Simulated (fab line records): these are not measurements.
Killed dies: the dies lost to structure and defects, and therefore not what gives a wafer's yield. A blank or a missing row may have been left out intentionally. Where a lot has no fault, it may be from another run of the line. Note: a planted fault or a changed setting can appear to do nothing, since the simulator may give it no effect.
2 desks, one fault || flow sky130 || what lay behind the numbers comes last; until then each desk has only its own

== THE METROLOGY DESK ==
Lot by lot, what the gauges showed, no matter which tool ran the lot: averages of those sampled wafers that carry a number. If a lot's mean is further than 4 standard deviations from the usual mean, the lot is out of limits and carries the mark OUT (the distance appears in the brackets).
Columns: A = VIA2_HDPCVD_THK at SKY_VIA2_THK_MEAS_01, usual 1182 nm; B = VIA2_BOW at SKY_VIA2_BOW_MEAS_03, usual 86 um; C = cdNm at SKY_VIA2_CD_MEAS_12, usual 200.0 nm
{"lot": "L465", "first seen here": "day 36 09:06", "A": 1171, "B": 78, "C": "-"}
{"lot": "L467", "first seen here": "day 36 19:46", "A": 1187, "B": 84, "C": "-"}
{"lot": "L470", "first seen here": "day 37 12:45", "A": 1183, "B": 82, "C": 200.6}
{"lot": "L479", "first seen here": "day 40 11:34", "A": 1176, "B": 83, "C": 201.1}
{"lot": "L484", "first seen here": "day 42 05:23", "A": 1184, "B": 84, "C": 200.5}
{"lot": "L485", "first seen here": "day 42 12:27", "A": 1178, "B": 86, "C": 202.0}
Result from this desk: across the 6 lots, nothing is out of limits.

== DESK OF THE TOOL OWNER: lithoTrack-03 ==
The tool's own readings at SKY_VIA2_DEVELOP_11 (develop time 60 s): means of the sampled wafers that have a number, for each lot that ran on this tool. If a lot's mean is further than 4 standard deviations from the usual mean, the lot is out of limits and carries the mark OUT (the distance appears in the brackets).
Columns: A = chillPlateTempC at SKY_VIA2_DEVELOP_11, usual 22.99 C
{"lot": "L479", "first seen here": "day 41 12:00", "A": 23.14}
{"lot": "L485", "first seen here": "day 43 12:00", "A": 23.01}
Result from this desk: across the 2 lots, nothing is out of limits.

== BROUGHT TOGETHER ==
Metrology desk: nothing out of limits seen.
The tool owner's desk saw nothing out of limits.

== WHAT THE SIMULATOR HAD INSERTED ==
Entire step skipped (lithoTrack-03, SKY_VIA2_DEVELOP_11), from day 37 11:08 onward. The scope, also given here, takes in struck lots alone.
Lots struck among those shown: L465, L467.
